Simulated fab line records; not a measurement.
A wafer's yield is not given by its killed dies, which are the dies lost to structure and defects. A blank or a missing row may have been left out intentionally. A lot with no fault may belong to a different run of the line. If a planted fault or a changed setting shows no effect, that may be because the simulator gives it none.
What tool caused it? ; flow sky130 ; 11 lots with 33 wafers sampled at 5 steps, on a route of 708 steps

## WHAT EACH GAUGE READ, for each wafer
SKY_METAL2_OVL_MEAS_16. Usual: METAL2_OVL typically reads 2 nm, with standard deviation 4.8.
lot;measured;on;METAL2_OVL (nm);flag
L762;day 35 11:07;overlay-01;2 9 3;
L765;day 36 05:22;overlay-01;6 2 3;
L766;day 36 12:41;overlay-01;-2 -3 -7;
L768;day 37 13:18;overlay-01;7 8 1;
L773;day 38 14:34;overlay-01;-2 -3 -7;
L772;day 38 15:55;overlay-01;6 12 8;
L775;day 39 11:55;overlay-01;2 -5 -8;
L782;day 41 11:22;overlay-02;-2 -4 1;
L783;day 41 13:50;overlay-02;-1 8 5;
L784;day 41 18:16;overlay-02;2 -1 0;
L785;day 42 10:37;overlay-01;-1 3 -3;

SKY_VIA2_THK_MEAS_01. Usual: VIA2_HDPCVD_THK typically reads 1185 nm, with standard deviation 13.
lot;measured;on;VIA2_HDPCVD_THK (nm);flag
L762;day 35 12:04;filmMetro-02;1200 1192 1186;
L765;day 36 06:22;filmMetro-03;1177 1171 1177;
L766;day 36 14:48;filmMetro-02;2378 2366 2381;OFF
L768;day 37 14:32;filmMetro-03;2406 2395 2407;OFF
L773;day 38 15:35;filmMetro-02;1190 1184 1176;
L772;day 38 17:17;filmMetro-02;2381 2361 2392;OFF
L775;day 39 12:51;filmMetro-03;1211 1199 1204;
L782;day 41 12:20;filmMetro-01;1193 1176 1176;
L783;day 41 14:48;filmMetro-02;1172 1164 1177;
L784;day 41 19:13;filmMetro-01;1179 1178 1189;
L785;day 42 11:38;filmMetro-01;1180 1185 1181;

## TOOL THAT RAN EACH LOT (tool first, then ch and the chambers of the sampled wafers, then the start)
lot;SKY_METAL2_DESCUM_17;SKY_METAL2_ETCH_18;SKY_VIA2_HDPCVD_00
L762;rieMetal-04 ch 0,1, day 35 11:08;rieMetal-04 ch 0,1, day 35 11:10;hdpcvd-01 ch 0,2, day 35 11:55
L765;rieMetal-04 ch 1, day 36 05:23;rieMetal-04 ch 1, day 36 05:25;hdpcvd-01 ch 1,2, day 36 06:14
L766;rieMetal-04 ch 0,1, day 36 12:43;rieMetal-04 ch 0,1, day 36 12:46;hdpcvd-01 ch 1,2, day 36 14:03
L768;rieMetal-01 ch 0,1, day 37 13:20;rieMetal-01 ch 0,1, day 37 13:23;hdpcvd-01 ch 0,1, day 37 14:07
L773;rieMetal-03 ch 0,1, day 38 14:35;rieMetal-03 ch 0,1, day 38 14:37;hdpcvd-02 ch 0,1,2, day 38 15:28
L772;rieMetal-01 ch 0,1, day 38 15:56;rieMetal-01 ch 0,1, day 38 15:58;hdpcvd-01 ch 1,2, day 38 16:49
L775;rieMetal-03 ch 0,1, day 39 11:56;rieMetal-03 ch 0,1, day 39 11:58;hdpcvd-01 ch 0,1,2, day 39 12:44
L782;rieMetal-01 ch 0,1, day 41 11:23;rieMetal-01 ch 0,1, day 41 11:26;hdpcvd-01 ch 0,1,2, day 41 12:12
L783;rieMetal-01 ch 0,1, day 41 13:52;rieMetal-01 ch 0,1, day 41 13:55;hdpcvd-02 ch 0,1,2, day 41 14:40
L784;rieMetal-01 ch 0,1, day 41 18:18;rieMetal-01 ch 0,1, day 41 18:21;hdpcvd-02 ch 1,2, day 41 19:04
L785;rieMetal-04 ch 0,1, day 42 10:38;rieMetal-04 ch 0,1, day 42 10:40;hdpcvd-01 ch 1,2, day 42 11:30
- SKY_METAL2_DESCUM_17: chemistry O2, time 8 s.
- SKY_METAL2_ETCH_18: etches BARC in N2/H2, stops on SiO2, time 45.9 s, target depth 60 nm.
- SKY_VIA2_HDPCVD_00: deposits SiO2, target thk 1180 nm, time 196.7 s.

## AS READ BY THE TOOLS THEMSELVES (means over the sampled wafers that have a number; for cases with no such wafer, the mark the record gives instead)
SKY_METAL2_DESCUM_17. Usual: drypumpMotorCurrentA 5.39 A, standard deviation 0.2; oesProductAu 0.998 a.u., standard deviation 0.013.
lot;tool;drypumpMotorCurrentA (A);oesProductAu (a.u.);flag
L762;rieMetal-04;5.35;0.994;
L765;rieMetal-04;5.37;1.003;
L766;rieMetal-04;5.35;0.996;
L768;rieMetal-01;5.20;1.002;
L773;rieMetal-03;5.72;1.012;
L772;rieMetal-01;5.22;1.007;
L775;rieMetal-03;5.70;1.011;
L782;rieMetal-01;5.22;1.012;
L783;rieMetal-01;5.21;1.019;
L784;rieMetal-01;5.23;0.999;
L785;rieMetal-04;5.34;0.998;

SKY_METAL2_ETCH_18. Usual: drypumpMotorCurrentA 5.40 A, standard deviation 0.2; oesProductAu 0.854 a.u., standard deviation 0.0042; throttleValvePct 13.225 %, standard deviation 0.0086.
lot;tool;drypumpMotorCurrentA (A);oesProductAu (a.u.);throttleValvePct (%);flag
L762;rieMetal-04;5.36;0.853;13.223;
L765;rieMetal-04;5.40;0.848;13.220;
L766;rieMetal-04;5.35;0.851;13.219;
L768;rieMetal-01;5.20;0.852;13.217;
L773;rieMetal-03;5.70;0.854;13.226;
L772;rieMetal-01;5.23;0.855;13.226;
L775;rieMetal-03;5.71;0.851;13.232;
L782;rieMetal-01;5.23;0.853;13.229;
L783;rieMetal-01;5.22;0.853;13.224;
L784;rieMetal-01;5.23;0.855;13.220;
L785;rieMetal-04;5.36;0.855;13.229;

SKY_VIA2_HDPCVD_00. Usual: pressureMtorr 6.000 mTorr, standard deviation 0.011; sih4FlowSccm 60.00 sccm, standard deviation 0.18.
lot;tool;pressureMtorr (mTorr);sih4FlowSccm (sccm);flag
L762;hdpcvd-01;6.012;59.80;
L765;hdpcvd-01;6.000;60.06;
L766;hdpcvd-01;6.003;59.97;
L768;hdpcvd-01;5.998;59.96;
L773;hdpcvd-02;5.993;59.93;
L772;hdpcvd-01;5.997;60.07;
L775;hdpcvd-01;6.001;60.04;
L782;hdpcvd-01;5.997;59.96;
L783;hdpcvd-02;6.002;60.24;
L784;hdpcvd-02;5.992;60.00;
L785;hdpcvd-01;5.996;60.03;

## THE ANSWER, worked out from the rows above alone
Rule: take the mean of a lot's wafers that have a number; if it is more than 3 standard deviations from the usual mean, the lot is off. Also off: a lot with no number at a reading for which 4 or more lots have one. All remaining lots with rows at the step are treated as sound. First the gauges in route order, then the tools' own readings, where a lot's mean is used as printed above. At the first step where some lot is off, the reading lying furthest off is the one used; lots without a number count as furthest.
Off: at SKY_VIA2_THK_MEAS_01 (VIA2_HDPCVD_THK), L766, L768, L772.
If a tool, at a process step before that reading, ran all the lots that are off and no sound lot after the first of them, it fits. Gauges at SKY_VIA2_THK_MEAS_01: tried the same way as those tools. No candidate that was tried fits.

## WHAT HAD BEEN PUT IN BY THE SIMULATOR
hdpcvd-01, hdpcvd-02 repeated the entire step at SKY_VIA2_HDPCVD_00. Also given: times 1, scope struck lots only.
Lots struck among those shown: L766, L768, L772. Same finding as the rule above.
